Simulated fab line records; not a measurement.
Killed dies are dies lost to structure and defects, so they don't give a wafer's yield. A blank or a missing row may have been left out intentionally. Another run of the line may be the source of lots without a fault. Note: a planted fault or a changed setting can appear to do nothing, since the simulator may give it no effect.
fab line records + flow sky130
record
- lots=14
- wafers=42
- last-day=50
route steps=708 shown POLY_CUT@319 SD_P@327 RES_XHIGH@340 SD_N@350
lots with no fault: from the same line, run without faults
start-h: the number of hours between the record's first day and the start of the first shown wafer of the lot + wait-h: how many hours have passed since the lot's step before this one + " same as the row above + L1.1+2: one row covering several wafers at once + - either no value or no given start + * or withheld: withheld + < > ~ a bound
route shown NAME@n: a module of which the file shows steps, and the number in the route of the first + usual: the fault-free wafers' mean and standard deviation + same: alike in all rows + chamber/n: place in a boat + sites: each site's reading + _std_site: standard deviation of those values + _edge_site: mean of outer sites minus mean of inner sites + radius-mm: for every site, how far away it sits from the centre of the wafer + mask NAME#n: copy n + behind: tool/chamber where the wafer was last shaped + hold: the reason the lot was held/the length of the hold in hours/how it ended + device: whichever transistor did not switch (one of n, p or np) + end of line: tests of these same wafers at the route's end + where a step has no rows: the recipe by itself + killed: not the wafer's yield, but the dies lost to structure and defects at the first sort + map: a wafer's dies, marking killed ones x, the rest . and places with no die _
set.NAME: the setting that was run; set.NAME@STEP: the one run at that earlier step + model.NAME: the simulator's own value behind a step, which no gauge read
steps of the route over a sample of lots; a table a step, a row a wafer
services: from which hour (start-h, from the record's first day; less than 0 if before it) a tool's chamber was out of use, for how many hours, and why
## steps
# step SKY_POLY_CUT_STRIP_12
# recipe
- chemistry=O2/N2
- power-w=1400
- pressure-mtorr=1500
- platen-temp-c=withheld
- o2-flow-sccm=3000
- n2-flow-sccm=300
- overash-fraction=0.5
# usual
- chamber-pressure-mTorr=1500.0/1.2
- drypump-motor-current-A=5.9/0.51
- o2-flow-sccm=3000/8.4
- oes-product-au=0.453/0.0048
- strip-time-to-endpoint-s=5.359/0.018
| lot.wafer | tool            | chamber | start-h | wait-h | chamber-pressure-mTorr | drypump-motor-current-A | o2-flow-sccm | oes-product-au | rf-hours-counter-h | strip-time-to-endpoint-s |
|-----------|-----------------|---------|---------|--------|------------------------|-------------------------|--------------|----------------|--------------------|--------------------------|
| L909.2    | plasma-asher-04 | 0       | 568.94  | 0.0    | 1501.0                 | 5.3                     | 3007         | 0.458          | 43                 | 5.363                    |
| L909.3    | "               | 0       | "       | "      | 1500.9                 | 5.4                     | 2998         | 0.452          | -                  | 5.352                    |
| L909.6    | "               | 1       | "       | "      | 1500.8                 | 6.6                     | 2999         | 0.454          | -                  | 5.337                    |
| L910.2    | plasma-asher-01 | 1       | 602.14  | 0.0    | 1499.9                 | 6.3                     | 3002         | 0.453          | 14                 | 5.373                    |
| L910.3    | "               | 0       | "       | "      | 1498.8                 | 5.3                     | 2983         | 0.449          | -                  | 5.388                    |
| L910.5    | "               | 0       | "       | "      | 1497.6                 | 5.3                     | 2991         | 0.455          | -                  | 5.391                    |
| L912.1    | plasma-asher-04 | 0       | 608.60  | 0.0    | 1499.9                 | 5.3                     | 3002         | 0.454          | 47                 | 5.340                    |
| L912.2    | "               | 1       | "       | "      | 1498.9                 | 6.6                     | 3001         | 0.453          | 47                 | 5.345                    |
| L912.5    | "               | 0       | "       | "      | 1498.5                 | 5.4                     | 2993         | 0.449          | -                  | 5.366                    |
| L913.2    | plasma-asher-01 | 1       | 621.80  | 0.0    | 1498.7                 | 6.3                     | 3003         | 0.457          | 16                 | 5.348                    |
| L913.3    | "               | 1       | "       | "      | 1501.0                 | 6.3                     | 2999         | 0.452          | -                  | 5.381                    |
| L913.6    | "               | 1       | "       | "      | 1499.7                 | 6.3                     | 3000         | 0.449          | -                  | 5.365                    |
| L914.2    | plasma-asher-01 | 1       | 625.70  | 0.0    | 1498.5                 | 6.3                     | 3004         | 0.448          | 16                 | 5.351                    |
| L914.5    | "               | 0       | "       | "      | 1499.6                 | 5.3                     | 3003         | 0.453          | -                  | 5.334                    |
| L914.6    | "               | 1       | "       | "      | 1498.6                 | 6.3                     | 2980         | 0.450          | -                  | 5.339                    |
| L922.2    | plasma-asher-03 | 0       | 682.24  | 0.0    | 1498.7                 | 6.3                     | 2995         | 0.458          | 84                 | 5.369                    |
| L922.5    | "               | 0       | "       | "      | 1499.3                 | 6.3                     | 3003         | 0.451          | -                  | 5.364                    |
| L922.6    | "               | 1       | "       | "      | 1500.0                 | 5.7                     | 3004         | 0.458          | -                  | 5.372                    |
| L923.1    | plasma-asher-04 | 0       | 684.94  | 0.0    | 1499.0                 | 5.4                     | 3018         | 0.455          | 54                 | 5.337                    |
| L923.2    | "               | 1       | "       | "      | 1500.3                 | 6.6                     | 3020         | 0.465          | 54                 | 5.354                    |
| L923.6    | "               | 0       | "       | "      | 1499.5                 | 5.4                     | 3011         | 0.455          | -                  | 5.342                    |
| L924.2    | plasma-asher-03 | 1       | 699.84  | 0.0    | 1502.4                 | 5.7                     | 3003         | 0.443          | 86                 | 5.340                    |
| L924.4    | "               | 1       | "       | "      | 1498.6                 | 5.7                     | 3001         | 0.453          | -                  | 5.323                    |
| L924.5    | "               | 1       | "       | "      | 1501.5                 | 5.7                     | 2992         | 0.448          | -                  | 5.318                    |
| L925.1    | plasma-asher-01 | 0       | 706.09  | 0.0    | 1501.0                 | 5.3                     | 3016         | 0.449          | 24                 | 5.352                    |
| L925.2    | "               | 1       | "       | "      | 1500.5                 | 6.2                     | 3007         | 0.452          | 24                 | 5.355                    |
| L925.4    | "               | 1       | "       | "      | 1498.1                 | 6.3                     | 3011         | 0.456          | -                  | 5.329                    |
| L926.1    | plasma-asher-03 | 0       | 710.89  | 0.0    | 1500.6                 | 6.3                     | 2993         | 0.447          | 87                 | 5.342                    |
| L926.2    | "               | 1       | "       | "      | 1500.1                 | 5.7                     | 3005         | 0.446          | 87                 | 5.329                    |
| L926.6    | "               | 0       | "       | "      | 1500.6                 | 6.3                     | 3001         | 0.443          | -                  | 5.334                    |
| L927.3    | plasma-asher-04 | 1       | 720.53  | 0.1    | 1500.9                 | 6.6                     | 3003         | 0.453          | -                  | 5.353                    |
| L927.4    | "               | 0       | "       | "      | 1501.1                 | 5.3                     | 2995         | 0.455          | -                  | 5.324                    |
| L927.5    | "               | 0       | "       | "      | 1497.2                 | 5.3                     | 2983         | 0.442          | -                  | 5.342                    |
| L928.3    | plasma-asher-04 | 1       | 732.78  | 0.1    | 1501.0                 | 6.6                     | 3016         | 0.457          | -                  | 5.373                    |
| L928.5    | "               | 0       | "       | "      | 1499.9                 | 5.3                     | 3004         | 0.449          | -                  | 5.362                    |
| L928.6    | "               | 1       | "       | "      | 1499.6                 | 6.6                     | 2992         | 0.461          | -                  | 5.367                    |
| L929.1    | plasma-asher-04 | 0       | 752.19  | 0.0    | 1499.1                 | 5.3                     | 3011         | 0.450          | 61                 | 5.372                    |
| L929.3    | "               | 0       | "       | "      | 1498.5                 | 5.4                     | 3007         | 0.454          | -                  | 5.384                    |
| L929.5    | "               | 1       | "       | "      | 1500.3                 | 6.6                     | 3004         | 0.448          | -                  | 5.374                    |
| L930.1    | plasma-asher-01 | 1       | 757.20  | 0.0    | 1500.5                 | 6.3                     | 2995         | 0.450          | 29                 | 5.368                    |
| L930.5    | "               | 0       | "       | "      | 1500.2                 | 5.3                     | 2992         | 0.448          | -                  | 5.385                    |
| L930.6    | "               | 1       | "       | "      | 1500.0                 | 6.3                     | 2993         | 0.451          | -                  | 5.394                    |
# step SKY_SD_P_CD_MEAS_07
# recipe
- target-cd-nm=380
# usual
- cd-nm=379.8/2.3
| lot.wafer | tool      | chamber | start-h | wait-h | cd-nm |
|-----------|-----------|---------|---------|--------|-------|
| L909.2    | cd-sem-01 | -       | 599.17  | 0.1    | 378.1 |
| L909.3    | "         | -       | "       | "      | 380.2 |
| L909.6    | "         | -       | "       | "      | 378.7 |
| L910.2    | cd-sem-02 | -       | 631.37  | 0.1    | 379.9 |
| L910.3    | "         | -       | "       | "      | 378.2 |
| L910.5    | "         | -       | "       | "      | 378.2 |
| L912.1    | cd-sem-02 | -       | 637.50  | 0.1    | 377.2 |
| L912.2    | "         | -       | "       | "      | 378.0 |
| L912.5    | "         | -       | "       | "      | 377.3 |
| L913.2    | cd-sem-02 | -       | 650.30  | 0.1    | 378.6 |
| L913.3    | "         | -       | "       | "      | 376.5 |
| L913.6    | "         | -       | "       | "      | 376.9 |
| L914.2    | cd-sem-01 | -       | 653.88  | 0.1    | 381.1 |
| L914.5    | "         | -       | "       | "      | 380.7 |
| L914.6    | "         | -       | "       | "      | 379.6 |
| L922.2    | cd-sem-02 | -       | 710.70  | 0.1    | 379.0 |
| L922.5    | "         | -       | "       | "      | 381.4 |
| L922.6    | "         | -       | "       | "      | 379.2 |
| L923.1    | cd-sem-01 | -       | 712.23  | 0.1    | 382.8 |
| L923.2    | "         | -       | "       | "      | 384.7 |
| L923.6    | "         | -       | "       | "      | 381.8 |
| L924.2    | cd-sem-02 | -       | 728.20  | 0.1    | 383.8 |
| L924.4    | "         | -       | "       | "      | 383.0 |
| L924.5    | "         | -       | "       | "      | 380.1 |
| L925.1    | cd-sem-01 | -       | 734.53  | 0.2    | 383.4 |
| L925.2    | "         | -       | "       | "      | 384.3 |
| L925.4    | "         | -       | "       | "      | 383.5 |
| L926.1    | cd-sem-01 | -       | 738.78  | 0.2    | 379.6 |
| L926.2    | "         | -       | "       | "      | 380.2 |
| L926.6    | "         | -       | "       | "      | 379.8 |
| L927.3    | cd-sem-01 | -       | 747.79  | 0.1    | 378.3 |
| L927.4    | "         | -       | "       | "      | 377.0 |
| L927.5    | "         | -       | "       | "      | 376.2 |
| L928.3    | cd-sem-01 | -       | 759.59  | 0.1    | 377.5 |
| L928.5    | "         | -       | "       | "      | 378.0 |
| L928.6    | "         | -       | "       | "      | 379.0 |
| L929.1    | cd-sem-01 | -       | 780.40  | 0.1    | 377.2 |
| L929.3    | "         | -       | "       | "      | 380.1 |
| L929.5    | "         | -       | "       | "      | 377.6 |
| L930.1    | cd-sem-02 | -       | 784.66  | 0.1    | 382.3 |
| L930.5    | "         | -       | "       | "      | 381.0 |
| L930.6    | "         | -       | "       | "      | 380.9 |
# step SKY_RES_XHIGH_STRIP_08
# recipe
- chemistry=O2/N2
- power-w=1400
- pressure-mtorr=1500
- platen-temp-c=withheld
- o2-flow-sccm=3000
- n2-flow-sccm=300
- overash-fraction=0.5
# usual
- chamber-pressure-mTorr=1500.1/1.4
- drypump-motor-current-A=5.9/0.37
- o2-flow-sccm=2999/8.6
- oes-product-au=0.711/0.005
- strip-time-to-endpoint-s=14.27/0.041
| lot.wafer | tool            | chamber | start-h | wait-h | chamber-pressure-mTorr | drypump-motor-current-A | o2-flow-sccm | oes-product-au | rf-hours-counter-h | strip-time-to-endpoint-s |
|-----------|-----------------|---------|---------|--------|------------------------|-------------------------|--------------|----------------|--------------------|--------------------------|
| L909.2    | plasma-asher-01 | 0       | 628.66  | 0.1    | 1499.4                 | 5.3                     | 3007         | 0.711          | 16                 | 14.26                    |
| L909.3    | "               | 1       | "       | "      | 1500.0                 | 6.3                     | 2992         | 0.709          | -                  | 14.29                    |
| L909.6    | "               | 0       | "       | "      | 1499.6                 | 5.3                     | 2996         | 0.704          | -                  | 14.33                    |
| L910.2    | plasma-asher-03 | 0       | 660.96  | 0.1    | -                      | -                       | -            | -              | -                  | -                        |
| L910.3    | "               | 0       | "       | "      | -                      | -                       | -            | -              | -                  | -                        |
| L910.5    | "               | 0       | "       | "      | -                      | -                       | -            | -              | -                  | -                        |
| L912.1    | plasma-asher-02 | 0       | 667.41  | 0.1    | -                      | -                       | -            | -              | -                  | -                        |
| L912.2    | "               | 1       | "       | "      | -                      | -                       | -            | -              | -                  | -                        |
| L912.5    | "               | 1       | "       | "      | -                      | -                       | -            | -              | -                  | -                        |
| L913.2    | plasma-asher-01 | 1       | 679.91  | 0.1    | 1498.4                 | 6.3                     | 2990         | 0.717          | 22                 | 14.34                    |
| L913.3    | "               | 0       | "       | "      | 1501.3                 | 5.3                     | 2990         | 0.713          | -                  | 14.32                    |
| L913.6    | "               | 0       | "       | "      | 1501.4                 | 5.3                     | 3003         | 0.713          | -                  | 14.25                    |
| L914.2    | plasma-asher-02 | 1       | 682.83  | 0.1    | 1497.7                 | 5.6                     | 2996         | 0.716          | 100                | 14.29                    |
| L914.5    | "               | 0       | "       | "      | 1501.8                 | 5.9                     | 3007         | 0.701          | -                  | 14.29                    |
| L914.6    | "               | 1       | "       | "      | 1501.4                 | 5.6                     | 3003         | 0.711          | -                  | 14.31                    |
| L922.2    | plasma-asher-03 | 0       | 738.98  | 0.1    | 1501.1                 | 6.3                     | 2987         | 0.713          | 90                 | 14.23                    |
| L922.5    | "               | 1       | "       | "      | 1501.0                 | 5.7                     | 3013         | 0.715          | -                  | 14.22                    |
| L922.6    | "               | 0       | "       | "      | 1501.8                 | 6.3                     | 2993         | 0.718          | -                  | 14.23                    |
| L923.1    | plasma-asher-03 | 0       | 740.21  | 0.1    | 1500.3                 | 6.3                     | 2995         | 0.710          | 90                 | 14.22                    |
| L923.2    | "               | 1       | "       | "      | 1499.8                 | 5.7                     | 3006         | 0.707          | 90                 | 14.23                    |
| L923.6    | "               | 1       | "       | "      | 1500.9                 | 5.7                     | 3006         | 0.704          | -                  | 14.23                    |
| L924.2    | plasma-asher-01 | 1       | 755.81  | 0.1    | 1501.8                 | 6.3                     | 3000         | 0.712          | 29                 | 14.32                    |
| L924.4    | "               | 0       | "       | "      | 1501.7                 | 5.3                     | 2992         | 0.717          | -                  | 14.30                    |
| L924.5    | "               | 1       | "       | "      | 1500.3                 | 6.2                     | 2998         | 0.709          | -                  | 14.33                    |
| L925.1    | plasma-asher-01 | 0       | 762.41  | 0.1    | 1501.0                 | 5.3                     | 3005         | 0.717          | 30                 | 14.30                    |
| L925.2    | "               | 1       | "       | "      | 1500.4                 | 6.3                     | 2998         | 0.717          | 30                 | 14.33                    |
| L925.4    | "               | 0       | "       | "      | 1499.0                 | 5.3                     | 3003         | 0.714          | -                  | 14.32                    |
| L926.1    | plasma-asher-01 | 1       | 767.51  | 0.1    | 1498.8                 | 6.2                     | 3008         | 0.713          | 30                 | 14.31                    |
| L926.2    | "               | 0       | "       | "      | 1498.3                 | 5.3                     | 2999         | 0.711          | 30                 | 14.31                    |
| L926.6    | "               | 1       | "       | "      | 1500.7                 | 6.3                     | 3004         | 0.713          | -                  | 14.29                    |
| L927.3    | plasma-asher-03 | 0       | 775.20  | 0.1    | 1501.0                 | 6.3                     | 2994         | 0.716          | -                  | 14.22                    |
| L927.4    | "               | 1       | "       | "      | 1497.0                 | 5.7                     | 2995         | 0.711          | -                  | 14.19                    |
| L927.5    | "               | 1       | "       | "      | 1499.6                 | 5.7                     | 2999         | 0.710          | -                  | 14.21                    |
| L928.3    | plasma-asher-02 | 0       | 787.12  | 0.1    | 1500.2                 | 5.9                     | 3009         | 0.712          | -                  | 14.20                    |
| L928.5    | "               | 1       | "       | "      | 1500.6                 | 5.5                     | 2983         | 0.717          | -                  | 14.18                    |
| L928.6    | "               | 0       | "       | "      | 1502.9                 | 5.9                     | 2990         | 0.709          | -                  | 14.23                    |
| L929.1    | plasma-asher-02 | 1       | 807.31  | 0.1    | 1501.3                 | 5.6                     | 3001         | 0.717          | 5                  | 14.23                    |
| L929.3    | "               | 0       | "       | "      | 1501.0                 | 5.9                     | 2999         | 0.709          | -                  | 14.22                    |
| L929.5    | "               | 1       | "       | "      | 1500.4                 | 5.6                     | 2995         | 0.710          | -                  | 14.20                    |
| L930.1    | plasma-asher-02 | 1       | 811.93  | 0.1    | 1500.7                 | 5.6                     | 3007         | 0.714          | 5                  | 14.22                    |
| L930.5    | "               | 0       | "       | "      | 1498.3                 | 5.9                     | 2997         | 0.713          | -                  | 14.25                    |
| L930.6    | "               | 1       | "       | "      | 1501.4                 | 5.6                     | 3006         | 0.710          | -                  | 14.27                    |
# step SKY_SD_N_OVL_MEAS_08
# usual
- SD_N_OVL=-0.2/1.4
| lot.wafer | tool       | chamber | start-h | wait-h | SD_N_OVL[nm] |
|-----------|------------|---------|---------|--------|--------------|
| L909.2    | overlay-02 | -       | 657.34  | 0.1    | 1.3          |
| L909.3    | "          | -       | "       | "      | -1.8         |
| L909.6    | "          | -       | "       | "      | -0.3         |
| L910.2    | overlay-01 | -       | 690.04  | 0.1    | -1.4         |
| L910.3    | "          | -       | "       | "      | -1.0         |
| L910.5    | "          | -       | "       | "      | -1.8         |
| L912.1    | overlay-02 | -       | 695.80  | 0.1    | -1.5         |
| L912.2    | "          | -       | "       | "      | -2.9         |
| L912.5    | "          | -       | "       | "      | -0.2         |
| L913.2    | overlay-02 | -       | 708.21  | 0.1    | 1.6          |
| L913.3    | "          | -       | "       | "      | 2.8          |
| L913.6    | "          | -       | "       | "      | -0.4         |
| L914.2    | overlay-02 | -       | 711.46  | 0.1    | -2.3         |
| L914.5    | "          | -       | "       | "      | 1.4          |
| L914.6    | "          | -       | "       | "      | -1.2         |
| L922.2    | overlay-02 | -       | 766.96  | 0.1    | -1.9         |
| L922.5    | "          | -       | "       | "      | -2.0         |
| L922.6    | "          | -       | "       | "      | -1.3         |
| L923.1    | overlay-02 | -       | 768.15  | 0.1    | 0.1          |
| L923.2    | "          | -       | "       | "      | -2.3         |
| L923.6    | "          | -       | "       | "      | -0.5         |
| L924.2    | overlay-01 | -       | 783.21  | 0.1    | -0.3         |
| L924.4    | "          | -       | "       | "      | -0.2         |
| L924.5    | "          | -       | "       | "      | 1.3          |
| L925.1    | overlay-01 | -       | 788.98  | 0.1    | -0.4         |
| L925.2    | "          | -       | "       | "      | -2.0         |
| L925.4    | "          | -       | "       | "      | -2.6         |
| L926.1    | overlay-01 | -       | 795.33  | 0.1    | -0.1         |
| L926.2    | "          | -       | "       | "      | 1.2          |
| L926.6    | "          | -       | "       | "      | 1.0          |
| L927.3    | overlay-01 | -       | 802.84  | 0.1    | 0.8          |
| L927.4    | "          | -       | "       | "      | 0.0          |
| L927.5    | "          | -       | "       | "      | -0.6         |
| L928.3    | overlay-02 | -       | 814.52  | 0.1    | 2.1          |
| L928.5    | "          | -       | "       | "      | 4.1          |
| L928.6    | "          | -       | "       | "      | 1.8          |
| L929.1    | overlay-02 | -       | 834.15  | 0.1    | 2.1          |
| L929.3    | "          | -       | "       | "      | 0.4          |
| L929.5    | "          | -       | "       | "      | 1.2          |
| L930.1    | overlay-01 | -       | 837.87  | 0.1    | -0.3         |
| L930.5    | "          | -       | "       | "      | -0.1         |
| L930.6    | "          | -       | "       | "      | -0.5         |
# step SKY_SD_N_STRIP_11
# recipe
- chemistry=O2/N2
- power-w=1400
- pressure-mtorr=1500
- platen-temp-c=withheld
- o2-flow-sccm=3000
- n2-flow-sccm=300
- overash-fraction=0.5
# usual
- chamber-pressure-mTorr=1500.3/1.4
- drypump-motor-current-A=5.8/0.45
- o2-flow-sccm=3002/9.5
- oes-product-au=0.527/0.0043
- strip-time-to-endpoint-s=22.56/0.038
| lot.wafer | tool            | chamber | start-h | wait-h | chamber-pressure-mTorr | drypump-motor-current-A | o2-flow-sccm | oes-product-au | rf-hours-counter-h | strip-time-to-endpoint-s |
|-----------|-----------------|---------|---------|--------|------------------------|-------------------------|--------------|----------------|--------------------|--------------------------|
| L909.2    | plasma-asher-02 | 0       | 657.67  | 0.1    | 1500.8                 | 5.9                     | 3002         | 0.527          | 98                 | 22.53                    |
| L909.3    | "               | 0       | "       | "      | 1497.1                 | 5.9                     | 2993         | 0.529          | -                  | 22.52                    |
| L909.6    | "               | 1       | "       | "      | 1502.9                 | 5.6                     | 3003         | 0.525          | -                  | 22.55                    |
| L910.2    | plasma-asher-04 | 0       | 690.37  | 0.1    | 1499.2                 | 5.3                     | 3005         | 0.621          | 55                 | 39.51                    |
| L910.3    | "               | 0       | "       | "      | 1500.7                 | 5.4                     | 2994         | 0.617          | -                  | 39.48                    |
| L910.5    | "               | 0       | "       | "      | 1500.3                 | 5.4                     | 3007         | 0.608          | -                  | 39.43                    |
| L912.1    | plasma-asher-02 | 0       | 696.14  | 0.1    | 1500.9                 | 5.9                     | 2997         | 0.618          | 101                | 39.46                    |
| L912.2    | "               | 1       | "       | "      | 1500.4                 | 5.6                     | 2993         | 0.618          | 101                | 39.45                    |
| L912.5    | "               | 0       | "       | "      | 1501.2                 | 5.9                     | 2985         | 0.622          | -                  | 39.42                    |
| L913.2    | plasma-asher-04 | 1       | 708.54  | 0.1    | 1498.3                 | 6.6                     | 3000         | 0.530          | 56                 | 22.57                    |
| L913.3    | "               | 1       | "       | "      | 1501.3                 | 6.7                     | 2998         | 0.526          | -                  | 22.58                    |
| L913.6    | "               | 1       | "       | "      | 1498.6                 | 6.6                     | 3001         | 0.531          | -                  | 22.53                    |
| L914.2    | plasma-asher-01 | 0       | 711.79  | 0.1    | 1500.6                 | 5.3                     | 2982         | 0.530          | 25                 | 22.55                    |
| L914.5    | "               | 1       | "       | "      | 1499.6                 | 6.3                     | 3015         | 0.525          | -                  | 22.56                    |
| L914.6    | "               | 0       | "       | "      | 1499.5                 | 5.3                     | 2992         | 0.521          | -                  | 22.56                    |
| L922.2    | plasma-asher-02 | 0       | 767.29  | 0.1    | 1502.1                 | 5.9                     | 3000         | 0.528          | 2                  | 22.56                    |
| L922.5    | "               | 1       | "       | "      | 1497.1                 | 5.6                     | 3004         | 0.535          | -                  | 22.48                    |
| L922.6    | "               | 0       | "       | "      | 1502.4                 | 5.9                     | 3004         | 0.531          | -                  | 22.53                    |
| L923.1    | plasma-asher-02 | 0       | 768.49  | 0.1    | 1498.8                 | 5.9                     | 2997         | 0.533          | 2                  | 22.49                    |
| L923.2    | "               | 1       | "       | "      | 1499.0                 | 5.6                     | 3013         | 0.528          | 2                  | 22.55                    |
| L923.6    | "               | 1       | "       | "      | 1500.3                 | 5.6                     | 3008         | 0.538          | -                  | 22.52                    |
| L924.2    | plasma-asher-01 | 0       | 783.54  | 0.1    | 1499.3                 | 5.3                     | 3001         | 0.523          | 32                 | 22.55                    |
| L924.4    | "               | 0       | "       | "      | 1499.0                 | 5.3                     | 3011         | 0.526          | -                  | 22.59                    |
| L924.5    | "               | 1       | "       | "      | 1499.9                 | 6.3                     | 3016         | 0.522          | -                  | 22.58                    |
| L925.1    | plasma-asher-01 | 1       | 789.32  | 0.1    | 1499.8                 | 6.3                     | 2993         | 0.529          | 32                 | 22.58                    |
| L925.2    | "               | 0       | "       | "      | 1499.6                 | 5.3                     | 3005         | 0.520          | 32                 | 22.65                    |
| L925.4    | "               | 0       | "       | "      | 1500.5                 | 5.3                     | 3000         | 0.525          | -                  | 22.57                    |
| L926.1    | plasma-asher-04 | 1       | 795.67  | 0.1    | 1501.6                 | 6.7                     | 2990         | 0.529          | 65                 | 22.52                    |
| L926.2    | "               | 0       | "       | "      | 1499.5                 | 5.3                     | 3005         | 0.535          | 65                 | 22.51                    |
| L926.6    | "               | 0       | "       | "      | 1500.8                 | 5.3                     | 3000         | 0.525          | -                  | 22.51                    |
| L927.3    | plasma-asher-01 | 0       | 803.19  | 0.1    | 1501.7                 | 5.3                     | 3005         | 0.527          | -                  | 22.59                    |
| L927.4    | "               | 1       | "       | "      | 1499.8                 | 6.2                     | 3020         | 0.526          | -                  | 22.62                    |
| L927.5    | "               | 1       | "       | "      | 1501.5                 | 6.3                     | 3016         | 0.529          | -                  | 22.65                    |
| L928.3    | plasma-asher-01 | 0       | 814.87  | 0.1    | 1501.4                 | 5.3                     | 2998         | 0.534          | -                  | 22.52                    |
| L928.5    | "               | 1       | "       | "      | 1499.7                 | 6.2                     | 3004         | 0.533          | -                  | 22.53                    |
| L928.6    | "               | 0       | "       | "      | 1501.1                 | 5.3                     | 3001         | 0.528          | -                  | 22.52                    |
| L929.1    | plasma-asher-02 | 1       | 834.49  | 0.1    | 1504.1                 | 5.6                     | 2999         | 0.533          | 8                  | 22.61                    |
| L929.3    | "               | 1       | "       | "      | 1499.2                 | 5.6                     | 3009         | 0.535          | -                  | 22.59                    |
| L929.5    | "               | 1       | "       | "      | 1500.6                 | 5.6                     | 3000         | 0.523          | -                  | 22.60                    |
| L930.1    | plasma-asher-02 | 0       | 838.21  | 0.1    | 1499.1                 | 5.9                     | 3006         | 0.531          | 8                  | 22.55                    |
| L930.5    | "               | 1       | "       | "      | 1501.3                 | 5.6                     | 3004         | 0.527          | -                  | 22.57                    |
| L930.6    | "               | 0       | "       | "      | 1500.9                 | 5.9                     | 3005         | 0.530          | -                  | 22.54                    |
# step SKY_SD_N_TW_MEAS_12
# usual
- SD_N_TW=3992/38
| lot.wafer | tool          | chamber | start-h | wait-h | SD_N_TW |
|-----------|---------------|---------|---------|--------|---------|
| L909.2    | film-metro-02 | -       | 657.78  | 0.1    | 4003    |
| L909.3    | "             | -       | "       | "      | 4008    |
| L909.6    | "             | -       | "       | "      | 4008    |
| L910.2    | film-metro-02 | -       | 690.48  | 0.1    | 31      |
| L910.3    | "             | -       | "       | "      | 31      |
| L910.5    | "             | -       | "       | "      | 31      |
| L912.1    | film-metro-02 | -       | 696.24  | 0.1    | 30      |
| L912.2    | "             | -       | "       | "      | 30      |
| L912.5    | "             | -       | "       | "      | 30      |
| L913.2    | film-metro-02 | -       | 708.65  | 0.1    | 4007    |
| L913.3    | "             | -       | "       | "      | 4011    |
| L913.6    | "             | -       | "       | "      | 4001    |
| L914.2    | film-metro-04 | -       | 711.90  | 0.1    | 3948    |
| L914.5    | "             | -       | "       | "      | 3973    |
| L914.6    | "             | -       | "       | "      | 3965    |
| L922.2    | film-metro-02 | -       | 767.40  | 0.1    | 4027    |
| L922.5    | "             | -       | "       | "      | 4015    |
| L922.6    | "             | -       | "       | "      | 4026    |
| L923.1    | film-metro-03 | -       | 768.59  | 0.1    | 3996    |
| L923.2    | "             | -       | "       | "      | 4037    |
| L923.6    | "             | -       | "       | "      | 3991    |
| L924.2    | film-metro-02 | -       | 783.65  | 0.1    | 4009    |
| L924.4    | "             | -       | "       | "      | 4003    |
| L924.5    | "             | -       | "       | "      | 4003    |
| L925.1    | film-metro-04 | -       | 789.42  | 0.1    | 3977    |
| L925.2    | "             | -       | "       | "      | 3978    |
| L925.4    | "             | -       | "       | "      | 3983    |
| L926.1    | film-metro-02 | -       | 795.77  | 0.1    | 4029    |
| L926.2    | "             | -       | "       | "      | 4029    |
| L926.6    | "             | -       | "       | "      | 4030    |
| L927.3    | film-metro-04 | -       | 803.28  | 0.1    | 3961    |
| L927.4    | "             | -       | "       | "      | 3963    |
| L927.5    | "             | -       | "       | "      | 3957    |
| L928.3    | film-metro-02 | -       | 814.96  | 0.1    | 4031    |
| L928.5    | "             | -       | "       | "      | 4035    |
| L928.6    | "             | -       | "       | "      | 4004    |
| L929.1    | film-metro-03 | -       | 834.59  | 0.1    | 4010    |
| L929.3    | "             | -       | "       | "      | 3998    |
| L929.5    | "             | -       | "       | "      | 4020    |
| L930.1    | film-metro-03 | -       | 838.31  | 0.1    | 4029    |
| L930.5    | "             | -       | "       | "      | 4018    |
| L930.6    | "             | -       | "       | "      | 4001    |
## services
| tool            | chamber | start-h | hours | kind       |
|-----------------|---------|---------|-------|------------|
| plasma-asher-01 | -       | 551.27  | 2.0   | repair     |
| plasma-asher-04 | -       | 624.56  | 5.9   | repair     |
| plasma-asher-04 | -       | 653.97  | 2.2   | repair     |
| plasma-asher-03 | -       | 666.36  | 1.8   | repair     |
| plasma-asher-02 | -       | 670.67  | 3.7   | repair     |
| plasma-asher-02 | -       | 674.76  | 6.2   | repair     |
| plasma-asher-04 | -       | 702.46  | 1.8   | repair     |
| plasma-asher-02 | -       | 717.25  | 1.3   | repair     |
| plasma-asher-02 | -       | 733.75  | 9.0   | pm         |
| plasma-asher-02 | 0       | 733.75  | 9.0   | vent-cycle |
| plasma-asher-02 | 1       | 733.75  | 9.0   | vent-cycle |
| plasma-asher-02 | 0       | 742.75  | -     | clean      |
| plasma-asher-02 | 1       | 742.75  | -     | clean      |
| plasma-asher-02 | -       | 792.56  | 14.6  | pm         |
## key
first-sign
- step=SKY_RES_XHIGH_STRIP_08
- reading=tool-record
- direction=missing
effect
- step=SKY_SD_N_STRIP_11
- reading=strip-time-to-endpoint-s
- direction=up
- sigmas=99+
- usual=*
- struck=*
effect
- step=SKY_SD_N_TW_MEAS_12
- reading=SD_N_TW
- direction=down
- sigmas=99+
- usual=3992
- struck=30
met-at SKY_RES_XHIGH_STRIP_08
struck-lots L910,L912
sort-left-out L910.2,L910.3,L910.5,L912.1,L912.2,L912.5
tester-left-out L910,L912
not-acting-at SKY_POLY_CUT_STRIP_12,SKY_SD_P_CD_MEAS_07,SKY_SD_N_OVL_MEAS_08
fault
- kind=skipped-step-whole
- tool=plasma-asher-02,plasma-asher-03
- chamber=-
- onset-h=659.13
- steps=SKY_RES_XHIGH_STRIP_08
- scope=struck-lots-only
# tester-left-out: of these lots the tester's yield and bins aren't shown, on N5 and GAA mostly nor the transistor test; their killed dies are dies lost to structure and defects alone, not to doping, threshold or leakage, so they don't give the yield
# sort-left-out: the simulated sort isn't trusted on such a fault, so these wafers' sort isn't shown, and their yield isn't known
